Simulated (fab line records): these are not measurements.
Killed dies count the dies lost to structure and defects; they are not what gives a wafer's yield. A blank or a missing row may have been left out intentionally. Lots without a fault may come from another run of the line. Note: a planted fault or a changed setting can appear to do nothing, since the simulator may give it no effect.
Which tool did it? + flow sky130 + 33 wafers from 11 lots sampled at 3 of the route's 708 steps

== WHAT EACH GAUGE READ, for each wafer ==
SKY_VT_ADJUST_LVTN_TW_MEAS_10.
| lot  | measured     | on            | VT_ADJUST_LVTN_TW |
|------|--------------|---------------|-------------------|
| L168 | day 7 08:01  | film-metro-04 | 237.7 238.4 238.4 |
| L169 | day 7 09:55  | film-metro-04 | 237.6 238.1 238.7 |
| L170 | day 7 17:45  | film-metro-02 | 243.9 243.2 244.2 |
| L172 | day 8 16:09  | film-metro-04 | 239.9 239.3 240.7 |
| L174 | day 8 23:03  | film-metro-02 | 243.1 242.5 243.0 |
| L176 | day 9 10:34  | film-metro-03 | 242.5 244.9 243.2 |
| L178 | day 10 01:01 | film-metro-02 | 243.1 244.2 244.2 |
| L180 | day 10 09:54 | film-metro-02 | 243.9 243.1 242.9 |
| L181 | day 10 15:03 | film-metro-04 | 241.3 239.6 239.9 |
| L188 | day 12 14:12 | film-metro-03 | 242.2 244.5 242.2 |
| L190 | day 13 02:52 | film-metro-03 | 241.6 242.8 241.6 |

SKY_VT_ADJUST_LVTN_TW_MEAS_21.
| lot  | measured     | on            | VT_ADJUST_LVTN_2_TW |
|------|--------------|---------------|---------------------|
| L168 | day 8 03:49  | film-metro-02 | 189.8 190.7 189.6   |
| L169 | day 8 06:22  | film-metro-02 | 189.4 188.9 189.8   |
| L170 | day 8 14:07  | film-metro-02 | 189.2 188.6 188.8   |
| L172 | day 9 12:51  | film-metro-03 | 189.3 189.5 190.6   |
| L174 | day 9 19:48  | film-metro-03 | 189.7 189.0 189.7   |
| L176 | day 10 08:17 | film-metro-03 | 186.6 187.5 187.4   |
| L178 | day 10 22:53 | film-metro-03 | 204.4 203.9 203.4   |
| L180 | day 11 08:21 | film-metro-03 | 204.5 204.4 204.8   |
| L181 | day 11 14:39 | film-metro-04 | 188.5 187.2 187.4   |
| L188 | day 13 15:09 | film-metro-04 | 186.8 186.1 186.9   |
| L190 | day 14 04:19 | film-metro-04 | 186.3 185.1 185.8   |

== WHICH TOOL RAN EACH LOT (tool, then ch and the chambers of the sampled wafers, then the start) ==
| lot  | SKY_VT_ADJUST_LVTN_IMPLANT_19   |
|------|---------------------------------|
| L168 | implanter-01 ch 0, day 8 03:36  |
| L169 | implanter-04 ch 0, day 8 06:07  |
| L170 | implanter-01 ch 0, day 8 13:52  |
| L172 | implanter-01 ch 0, day 9 12:36  |
| L174 | implanter-04 ch 0, day 9 19:33  |
| L176 | implanter-01 ch 0, day 10 08:04 |
| L178 | implanter-01 ch 0, day 10 22:39 |
| L180 | implanter-01 ch 0, day 11 08:06 |
| L181 | implanter-02 ch 0, day 11 14:24 |
| L188 | implanter-04 ch 0, day 13 14:54 |
| L190 | implanter-04 ch 0, day 14 04:04 |
- SKY_VT_ADJUST_LVTN_IMPLANT_19

== AS READ BY THE TOOLS THEMSELVES (means over the sampled wafers that have a number; for cases with no such wafer, the mark the record gives instead) ==
SKY_VT_ADJUST_LVTN_IMPLANT_19.
| lot  | tool         | beam-energy-keV | dose-ions-cm2 | end-station-pressure-torr (Torr) | faraday-current-uA |
|------|--------------|-----------------|---------------|----------------------------------|--------------------|
| L168 | implanter-01 | 29.989          | 6.5e+11       | 5.02e-06                         | 3.71               |
| L169 | implanter-04 | 29.996          | 6.5e+11       | 5.10e-06                         | 3.58               |
| L170 | implanter-01 | 30.009          | 6.5e+11       | 4.91e-06                         | 3.65               |
| L172 | implanter-01 | 30.000          | 6.5e+11       | 4.67e-06                         | 3.65               |
| L174 | implanter-04 | 29.999          | 6.5e+11       | 4.81e-06                         | 3.64               |
| L176 | implanter-01 | 29.999          | 6.5e+11       | 5.05e-06                         | 3.67               |
| L178 | implanter-01 | 30.001          | 8.8e+11       | 4.91e-06                         | 5.05               |
| L180 | implanter-01 | 29.995          | 8.8e+11       | 4.91e-06                         | 4.89               |
| L181 | implanter-02 | 30.004          | 6.5e+11       | 4.81e-06                         | 3.62               |
| L188 | implanter-04 | 29.998          | 6.5e+11       | 4.98e-06                         | 3.72               |
| L190 | implanter-04 | 29.989          | 6.5e+11       | 5.12e-06                         | 3.73               |

== THE ANSWER, worked out from the rows above alone ==
Rule: usual is defined by the lots themselves. The widest of any qualifying gaps counts: lots, ordered by their means at a reading, are off when they make up no more than a third of the lots, leave a main group of 4 or more, and stand apart from it by 3 or more times the standard deviation of that group's means. Not used: any main group whose means are identical at the precision the tables above print for the reading. A lot without any number at a reading at which 4 lots or more have one is off too. Where the step has rows for the other lots, those lots are counted as sound. First the gauges in route order, then the tools' own readings, where a lot's mean is used as printed above. At the first step where some lot is off, the reading lying furthest off is the one used; lots without a number count as furthest.
Off: L178, L180, seen at SKY_VT_ADJUST_LVTN_TW_MEAS_21 (VT_ADJUST_LVTN_2_TW). The main group has a mean of 188.3 with a standard deviation of 1.5.
A tool fits if, at a process step before that reading, it ran every lot that is off, and no sound lot after the first of them. The gauges at SKY_VT_ADJUST_LVTN_TW_MEAS_21 aren't tried: what is off there is off at SKY_VT_ADJUST_LVTN_IMPLANT_19 too, on other tools, and a gauge's error can't cause that. One candidate fits, namely implanter-01 at SKY_VT_ADJUST_LVTN_IMPLANT_19. A fault onset in the window from L176 (day 10 08:04, its last sound lot) to L178 (day 10 22:39, its first lot off) fits.
The tool's own readings at SKY_VT_ADJUST_LVTN_IMPLANT_19 bear it out: on the lots that are off they differ by more than 5 times the standard deviation of the sound lots' means. dose-ions-cm2 reads 8.8e+11 there against 6.5e+11 on the sound lots; faraday-current-uA reads 4.97 there against 3.66 on the sound lots.

== WHAT WAS PUT IN BY THE SIMULATOR ==
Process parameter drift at SKY_VT_ADJUST_LVTN_IMPLANT_19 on implanter-01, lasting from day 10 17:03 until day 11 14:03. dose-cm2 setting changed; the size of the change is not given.
Lots struck among those shown: L178, L180. The same result came from the rule above.
